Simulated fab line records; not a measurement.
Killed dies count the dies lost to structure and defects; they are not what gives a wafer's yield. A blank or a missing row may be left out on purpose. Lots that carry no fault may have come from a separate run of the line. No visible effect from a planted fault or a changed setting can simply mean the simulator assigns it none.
Which tool was responsible? ; flow sky130 ; 11 lots with 33 wafers sampled at 3 steps, on a route of 708 steps

## WHAT THE GAUGES SHOWED, per wafer
SKY_VIA3_RS_MEAS_22: a four-point-probe measurement.
lot;measured;on;VIA3_W_RS (ohm/sq)
L352;day 40 15:56;filmMetro-03;0.294 0.286 0.294
L357;day 43 12:25;filmMetro-01;0.296 0.282 0.286
L355;day 43 12:46;filmMetro-04;0.286 0.286 0.293
L359;day 43 14:58;filmMetro-01;0.298 0.287 0.285
L360;day 43 17:25;filmMetro-01;0.297 0.294 0.299
L358;day 43 18:20;filmMetro-01;0.470 0.428 0.420
L362;day 43 19:22;filmMetro-03;0.290 0.292 0.286
L361;day 43 20:00;filmMetro-04;0.434 0.476 0.429
L364;day 43 20:21;filmMetro-04;0.422 0.444 0.420
L365;day 44 07:25;filmMetro-03;0.296 0.299 0.288
L371;day 46 11:59;filmMetro-03;0.297 0.291 0.293

## WHAT TOOL EACH LOT RAN ON (gives the tool, then ch and the chambers of the sampled wafers, and finally the start)
lot;SKY_VIA3_SPUTTER_20;SKY_VIA3_CVD_21
L352;pvdSputter-03, day 40 15:43;cvdW-01 ch 0,1, day 40 15:49
L357;pvdSputter-02, day 43 12:14;cvdW-02 ch 0,1, day 43 12:18
L355;pvdSputter-04, day 43 12:35;cvdW-01 ch 0, day 43 12:39
L359;pvdSputter-03, day 43 14:44;cvdW-02 ch 0,1, day 43 14:50
L360;pvdSputter-02, day 43 17:11;cvdW-01 ch 0,1, day 43 17:17
L358;pvdSputter-02, day 43 18:10;cvdW-02 ch 0,1, day 43 18:13
L362;pvdSputter-02, day 43 19:10;cvdW-01 ch 0,1, day 43 19:13
L361;pvdSputter-02, day 43 19:49;cvdW-02 ch 0,1, day 43 19:52
L364;pvdSputter-02, day 43 20:10;cvdW-02 ch 0,1, day 43 20:13
L365;pvdSputter-04, day 44 07:12;cvdW-01 ch 0,1, day 44 07:16
L371;pvdSputter-04, day 46 11:48;cvdW-01 ch 0,1, day 46 11:52
- SKY_VIA3_SPUTTER_20: material TiN, target thk 20 nm, time 80 s.
- SKY_VIA3_CVD_21: deposits W, target thk 390 nm, time 117.31 s.

## THE ANSWER, worked out from the rows above alone
Rule: the lots themselves supply what counts as usual. The widest of any qualifying gaps counts: lots, ordered by their means at a reading, are off when they make up no more than a third of the lots, leave a main group of 4 or more, and stand apart from it by 3 or more times the standard deviation of that group's means. Not used: any main group whose means are identical at the precision the tables above print for the reading. A lot without any number at a reading at which 4 lots or more have one is off too. The other lots that the step has rows for count as sound.
Off: L358, L361, L364, seen at SKY_VIA3_RS_MEAS_22 (VIA3_W_RS). Mean 0.291 ohm/sq and standard deviation 0.0029 in the main group.
A tool fits if, at a process step before that reading, it ran every lot that is off, and no sound lot after the first of them. Gauges at SKY_VIA3_RS_MEAS_22: tried the same way as those tools. One candidate fits, namely cvdW-02 at SKY_VIA3_CVD_21. A fault onset in the window from L359 (day 43 14:50, its last sound lot) to L358 (day 43 18:13, its first lot off) fits.

## WHAT THE SIMULATOR HAD PUT IN
Site profile drift: cvdW-02, from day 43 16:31 on, at SKY_VIA3_CVD_21. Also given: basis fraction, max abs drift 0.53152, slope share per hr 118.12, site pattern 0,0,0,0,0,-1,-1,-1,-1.
Shown lots that were struck: L358, L361, L364. The same result came from the rule above.
